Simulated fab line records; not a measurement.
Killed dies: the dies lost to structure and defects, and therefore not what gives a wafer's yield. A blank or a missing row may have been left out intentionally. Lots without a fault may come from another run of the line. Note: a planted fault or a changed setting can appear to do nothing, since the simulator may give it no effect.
A lot that was struck, set against a sound lot | flow sky130 | 19 steps out of a route of 708
Sound: the wafers L572.2, L572.3, L572.4. Struck: wafer L584.4; the same lot's L584.3 was not struck, so it is left out; see the end for the cause.
Per side, at each step with rows, come the tool, then ch with its chambers, and then its first start. Under that, the readings that differ: sound wafers | struck wafers | difference of the means | sigmas: that difference in standard deviations of wafers without a fault.
alike: a reading whose means differ by less than 2 such deviations, as well as words and numbers matching on both sides. not compared: withheld readings; readings where some wafer has no value; bounds like >300 that might hide an equal value; numbers whose values overlap and for which the record gives no deviation.
The two part at a step that has a row with sigmas, a row that says differs or no value, or rows on one side only. Numbers that have no deviation but don't overlap get no sigmas and don't part them. Lack of a reading on every wafer of one side parts them only where that side has two or more wafers.

SKY_NWELL_TW_MEAS_26:
  struck on film metro-01, day 9 15:13; sound on film metro-03, day 6 09:31
  alike: NWELL_2_TW
then, 1 step without rows for these wafers: SKY_NWELL_CLEAN_27 (cleans in SC1/SC2, time 150 s).
SKY_NWELL_RTA_28: time 30 s.
  sound on rtp anneal-01 ch 0, day 6 09:38; struck on rtp anneal-01 ch 0, day 9 15:22
  alike: lamp power pct, wafer_temp_C_max
SKY_NWELL_RS_MEAS_29: the measuring method here is four-point-probe.
  struck on film metro-01, day 9 15:28; sound on film metro-01, day 6 09:44
  alike: NWELL_RS
SKY_NWELL_RS_MEAS_31: the measuring method here is four-point-probe.
  struck on film metro-01, day 9 15:43; sound on film metro-01, day 6 09:58
  alike: PWDE_RS
then, 6 steps without rows for these wafers: SKY_VT_ADJUST_HVTP_DEHYDRATE_00 (time 60 s); SKY_VT_ADJUST_HVTP_HMDS_01 (prime time 60 s); SKY_VT_ADJUST_HVTP_COAT_02 (resist thk 1140 nm); SKY_VT_ADJUST_HVTP_SOFTBAKE_03 (time 60 s); SKY_VT_ADJUST_HVTP_EXPOSE_04 (exposes mask HVTPM, target cd 380 nm); SKY_VT_ADJUST_HVTP_PEB_05.
SKY_VT_ADJUST_HVTP_DEVELOP_06: develop time 60 s.
  sound on litho track-01 ch 0, day 7 05:25; struck on litho track-01 ch 0, day 10 14:33
SKY_VT_ADJUST_HVTP_CD_MEAS_07 targets a cd of 380 nm.
  struck on cd sem-02, day 10 14:41; sound on cd sem-02, day 7 05:34
  not compared: cd nm
SKY_VT_ADJUST_HVTP_OVL_MEAS_08:
  struck on overlay-01, day 10 14:47; sound on overlay-01, day 7 05:40
  not compared: VT_ADJUST_HVTP_OVL
following that, these wafers have no rows for 1 step: SKY_VT_ADJUST_HVTP_IMPLANT_09.
SKY_VT_ADJUST_HVTP_STRIP_10: strips in O2/N2.
  sound on plasma asher-04 ch 0,1, day 7 05:51; struck on plasma asher-04 ch 0, day 10 14:59
  alike: drypump motor current A, oes product au, strip time to endpoint s
  not compared: rf hours counter h
SKY_VT_ADJUST_HVTP_TW_MEAS_11:
  struck on film metro-01, day 10 15:04; sound on film metro-03, day 7 05:58
  reading           | sound          | struck | difference | sigmas
  VT_ADJUST_HVTP_TW | 1343 1347 1344 | 30     | -1315      | -99 or more
then, 1 step without rows for these wafers: SKY_VT_ADJUST_LVTN_DEHYDRATE_00 (time 60 s).
-- record jumps: 41 days separate the struck wafers' starts on either side; left off in module VT_ADJUST_LVTN, taken up again in module PAD_OPEN, whose first shown step is the route's number 708 --
SKY_PAD_OPEN_PROBE_99:
  struck on prober-01, day 51 06:33; sound on prober-02, day 48 05:25
  reading             | sound | struck | difference | sigmas
  killed_at_M4_up     | 2     | 5      | +3         | +2
  killed at contacts  | 33    | 14     | -19        | -4
  killed at front end | 11    | 429    | +418       | +99 or more
  killed dies         | 86    | 492    | +406       | +50
  killed on rim       | 20    | 96     | +76        | +21
  alike: killed_at_M0_to_M3, killed at other, killed open, killed short

== WHERE THEY PART ==
At SKY_VT_ADJUST_HVTP_TW_MEAS_11 first; at SKY_PAD_OPEN_PROBE_99 last (within this record only).

WHY: the cause the simulator had injected
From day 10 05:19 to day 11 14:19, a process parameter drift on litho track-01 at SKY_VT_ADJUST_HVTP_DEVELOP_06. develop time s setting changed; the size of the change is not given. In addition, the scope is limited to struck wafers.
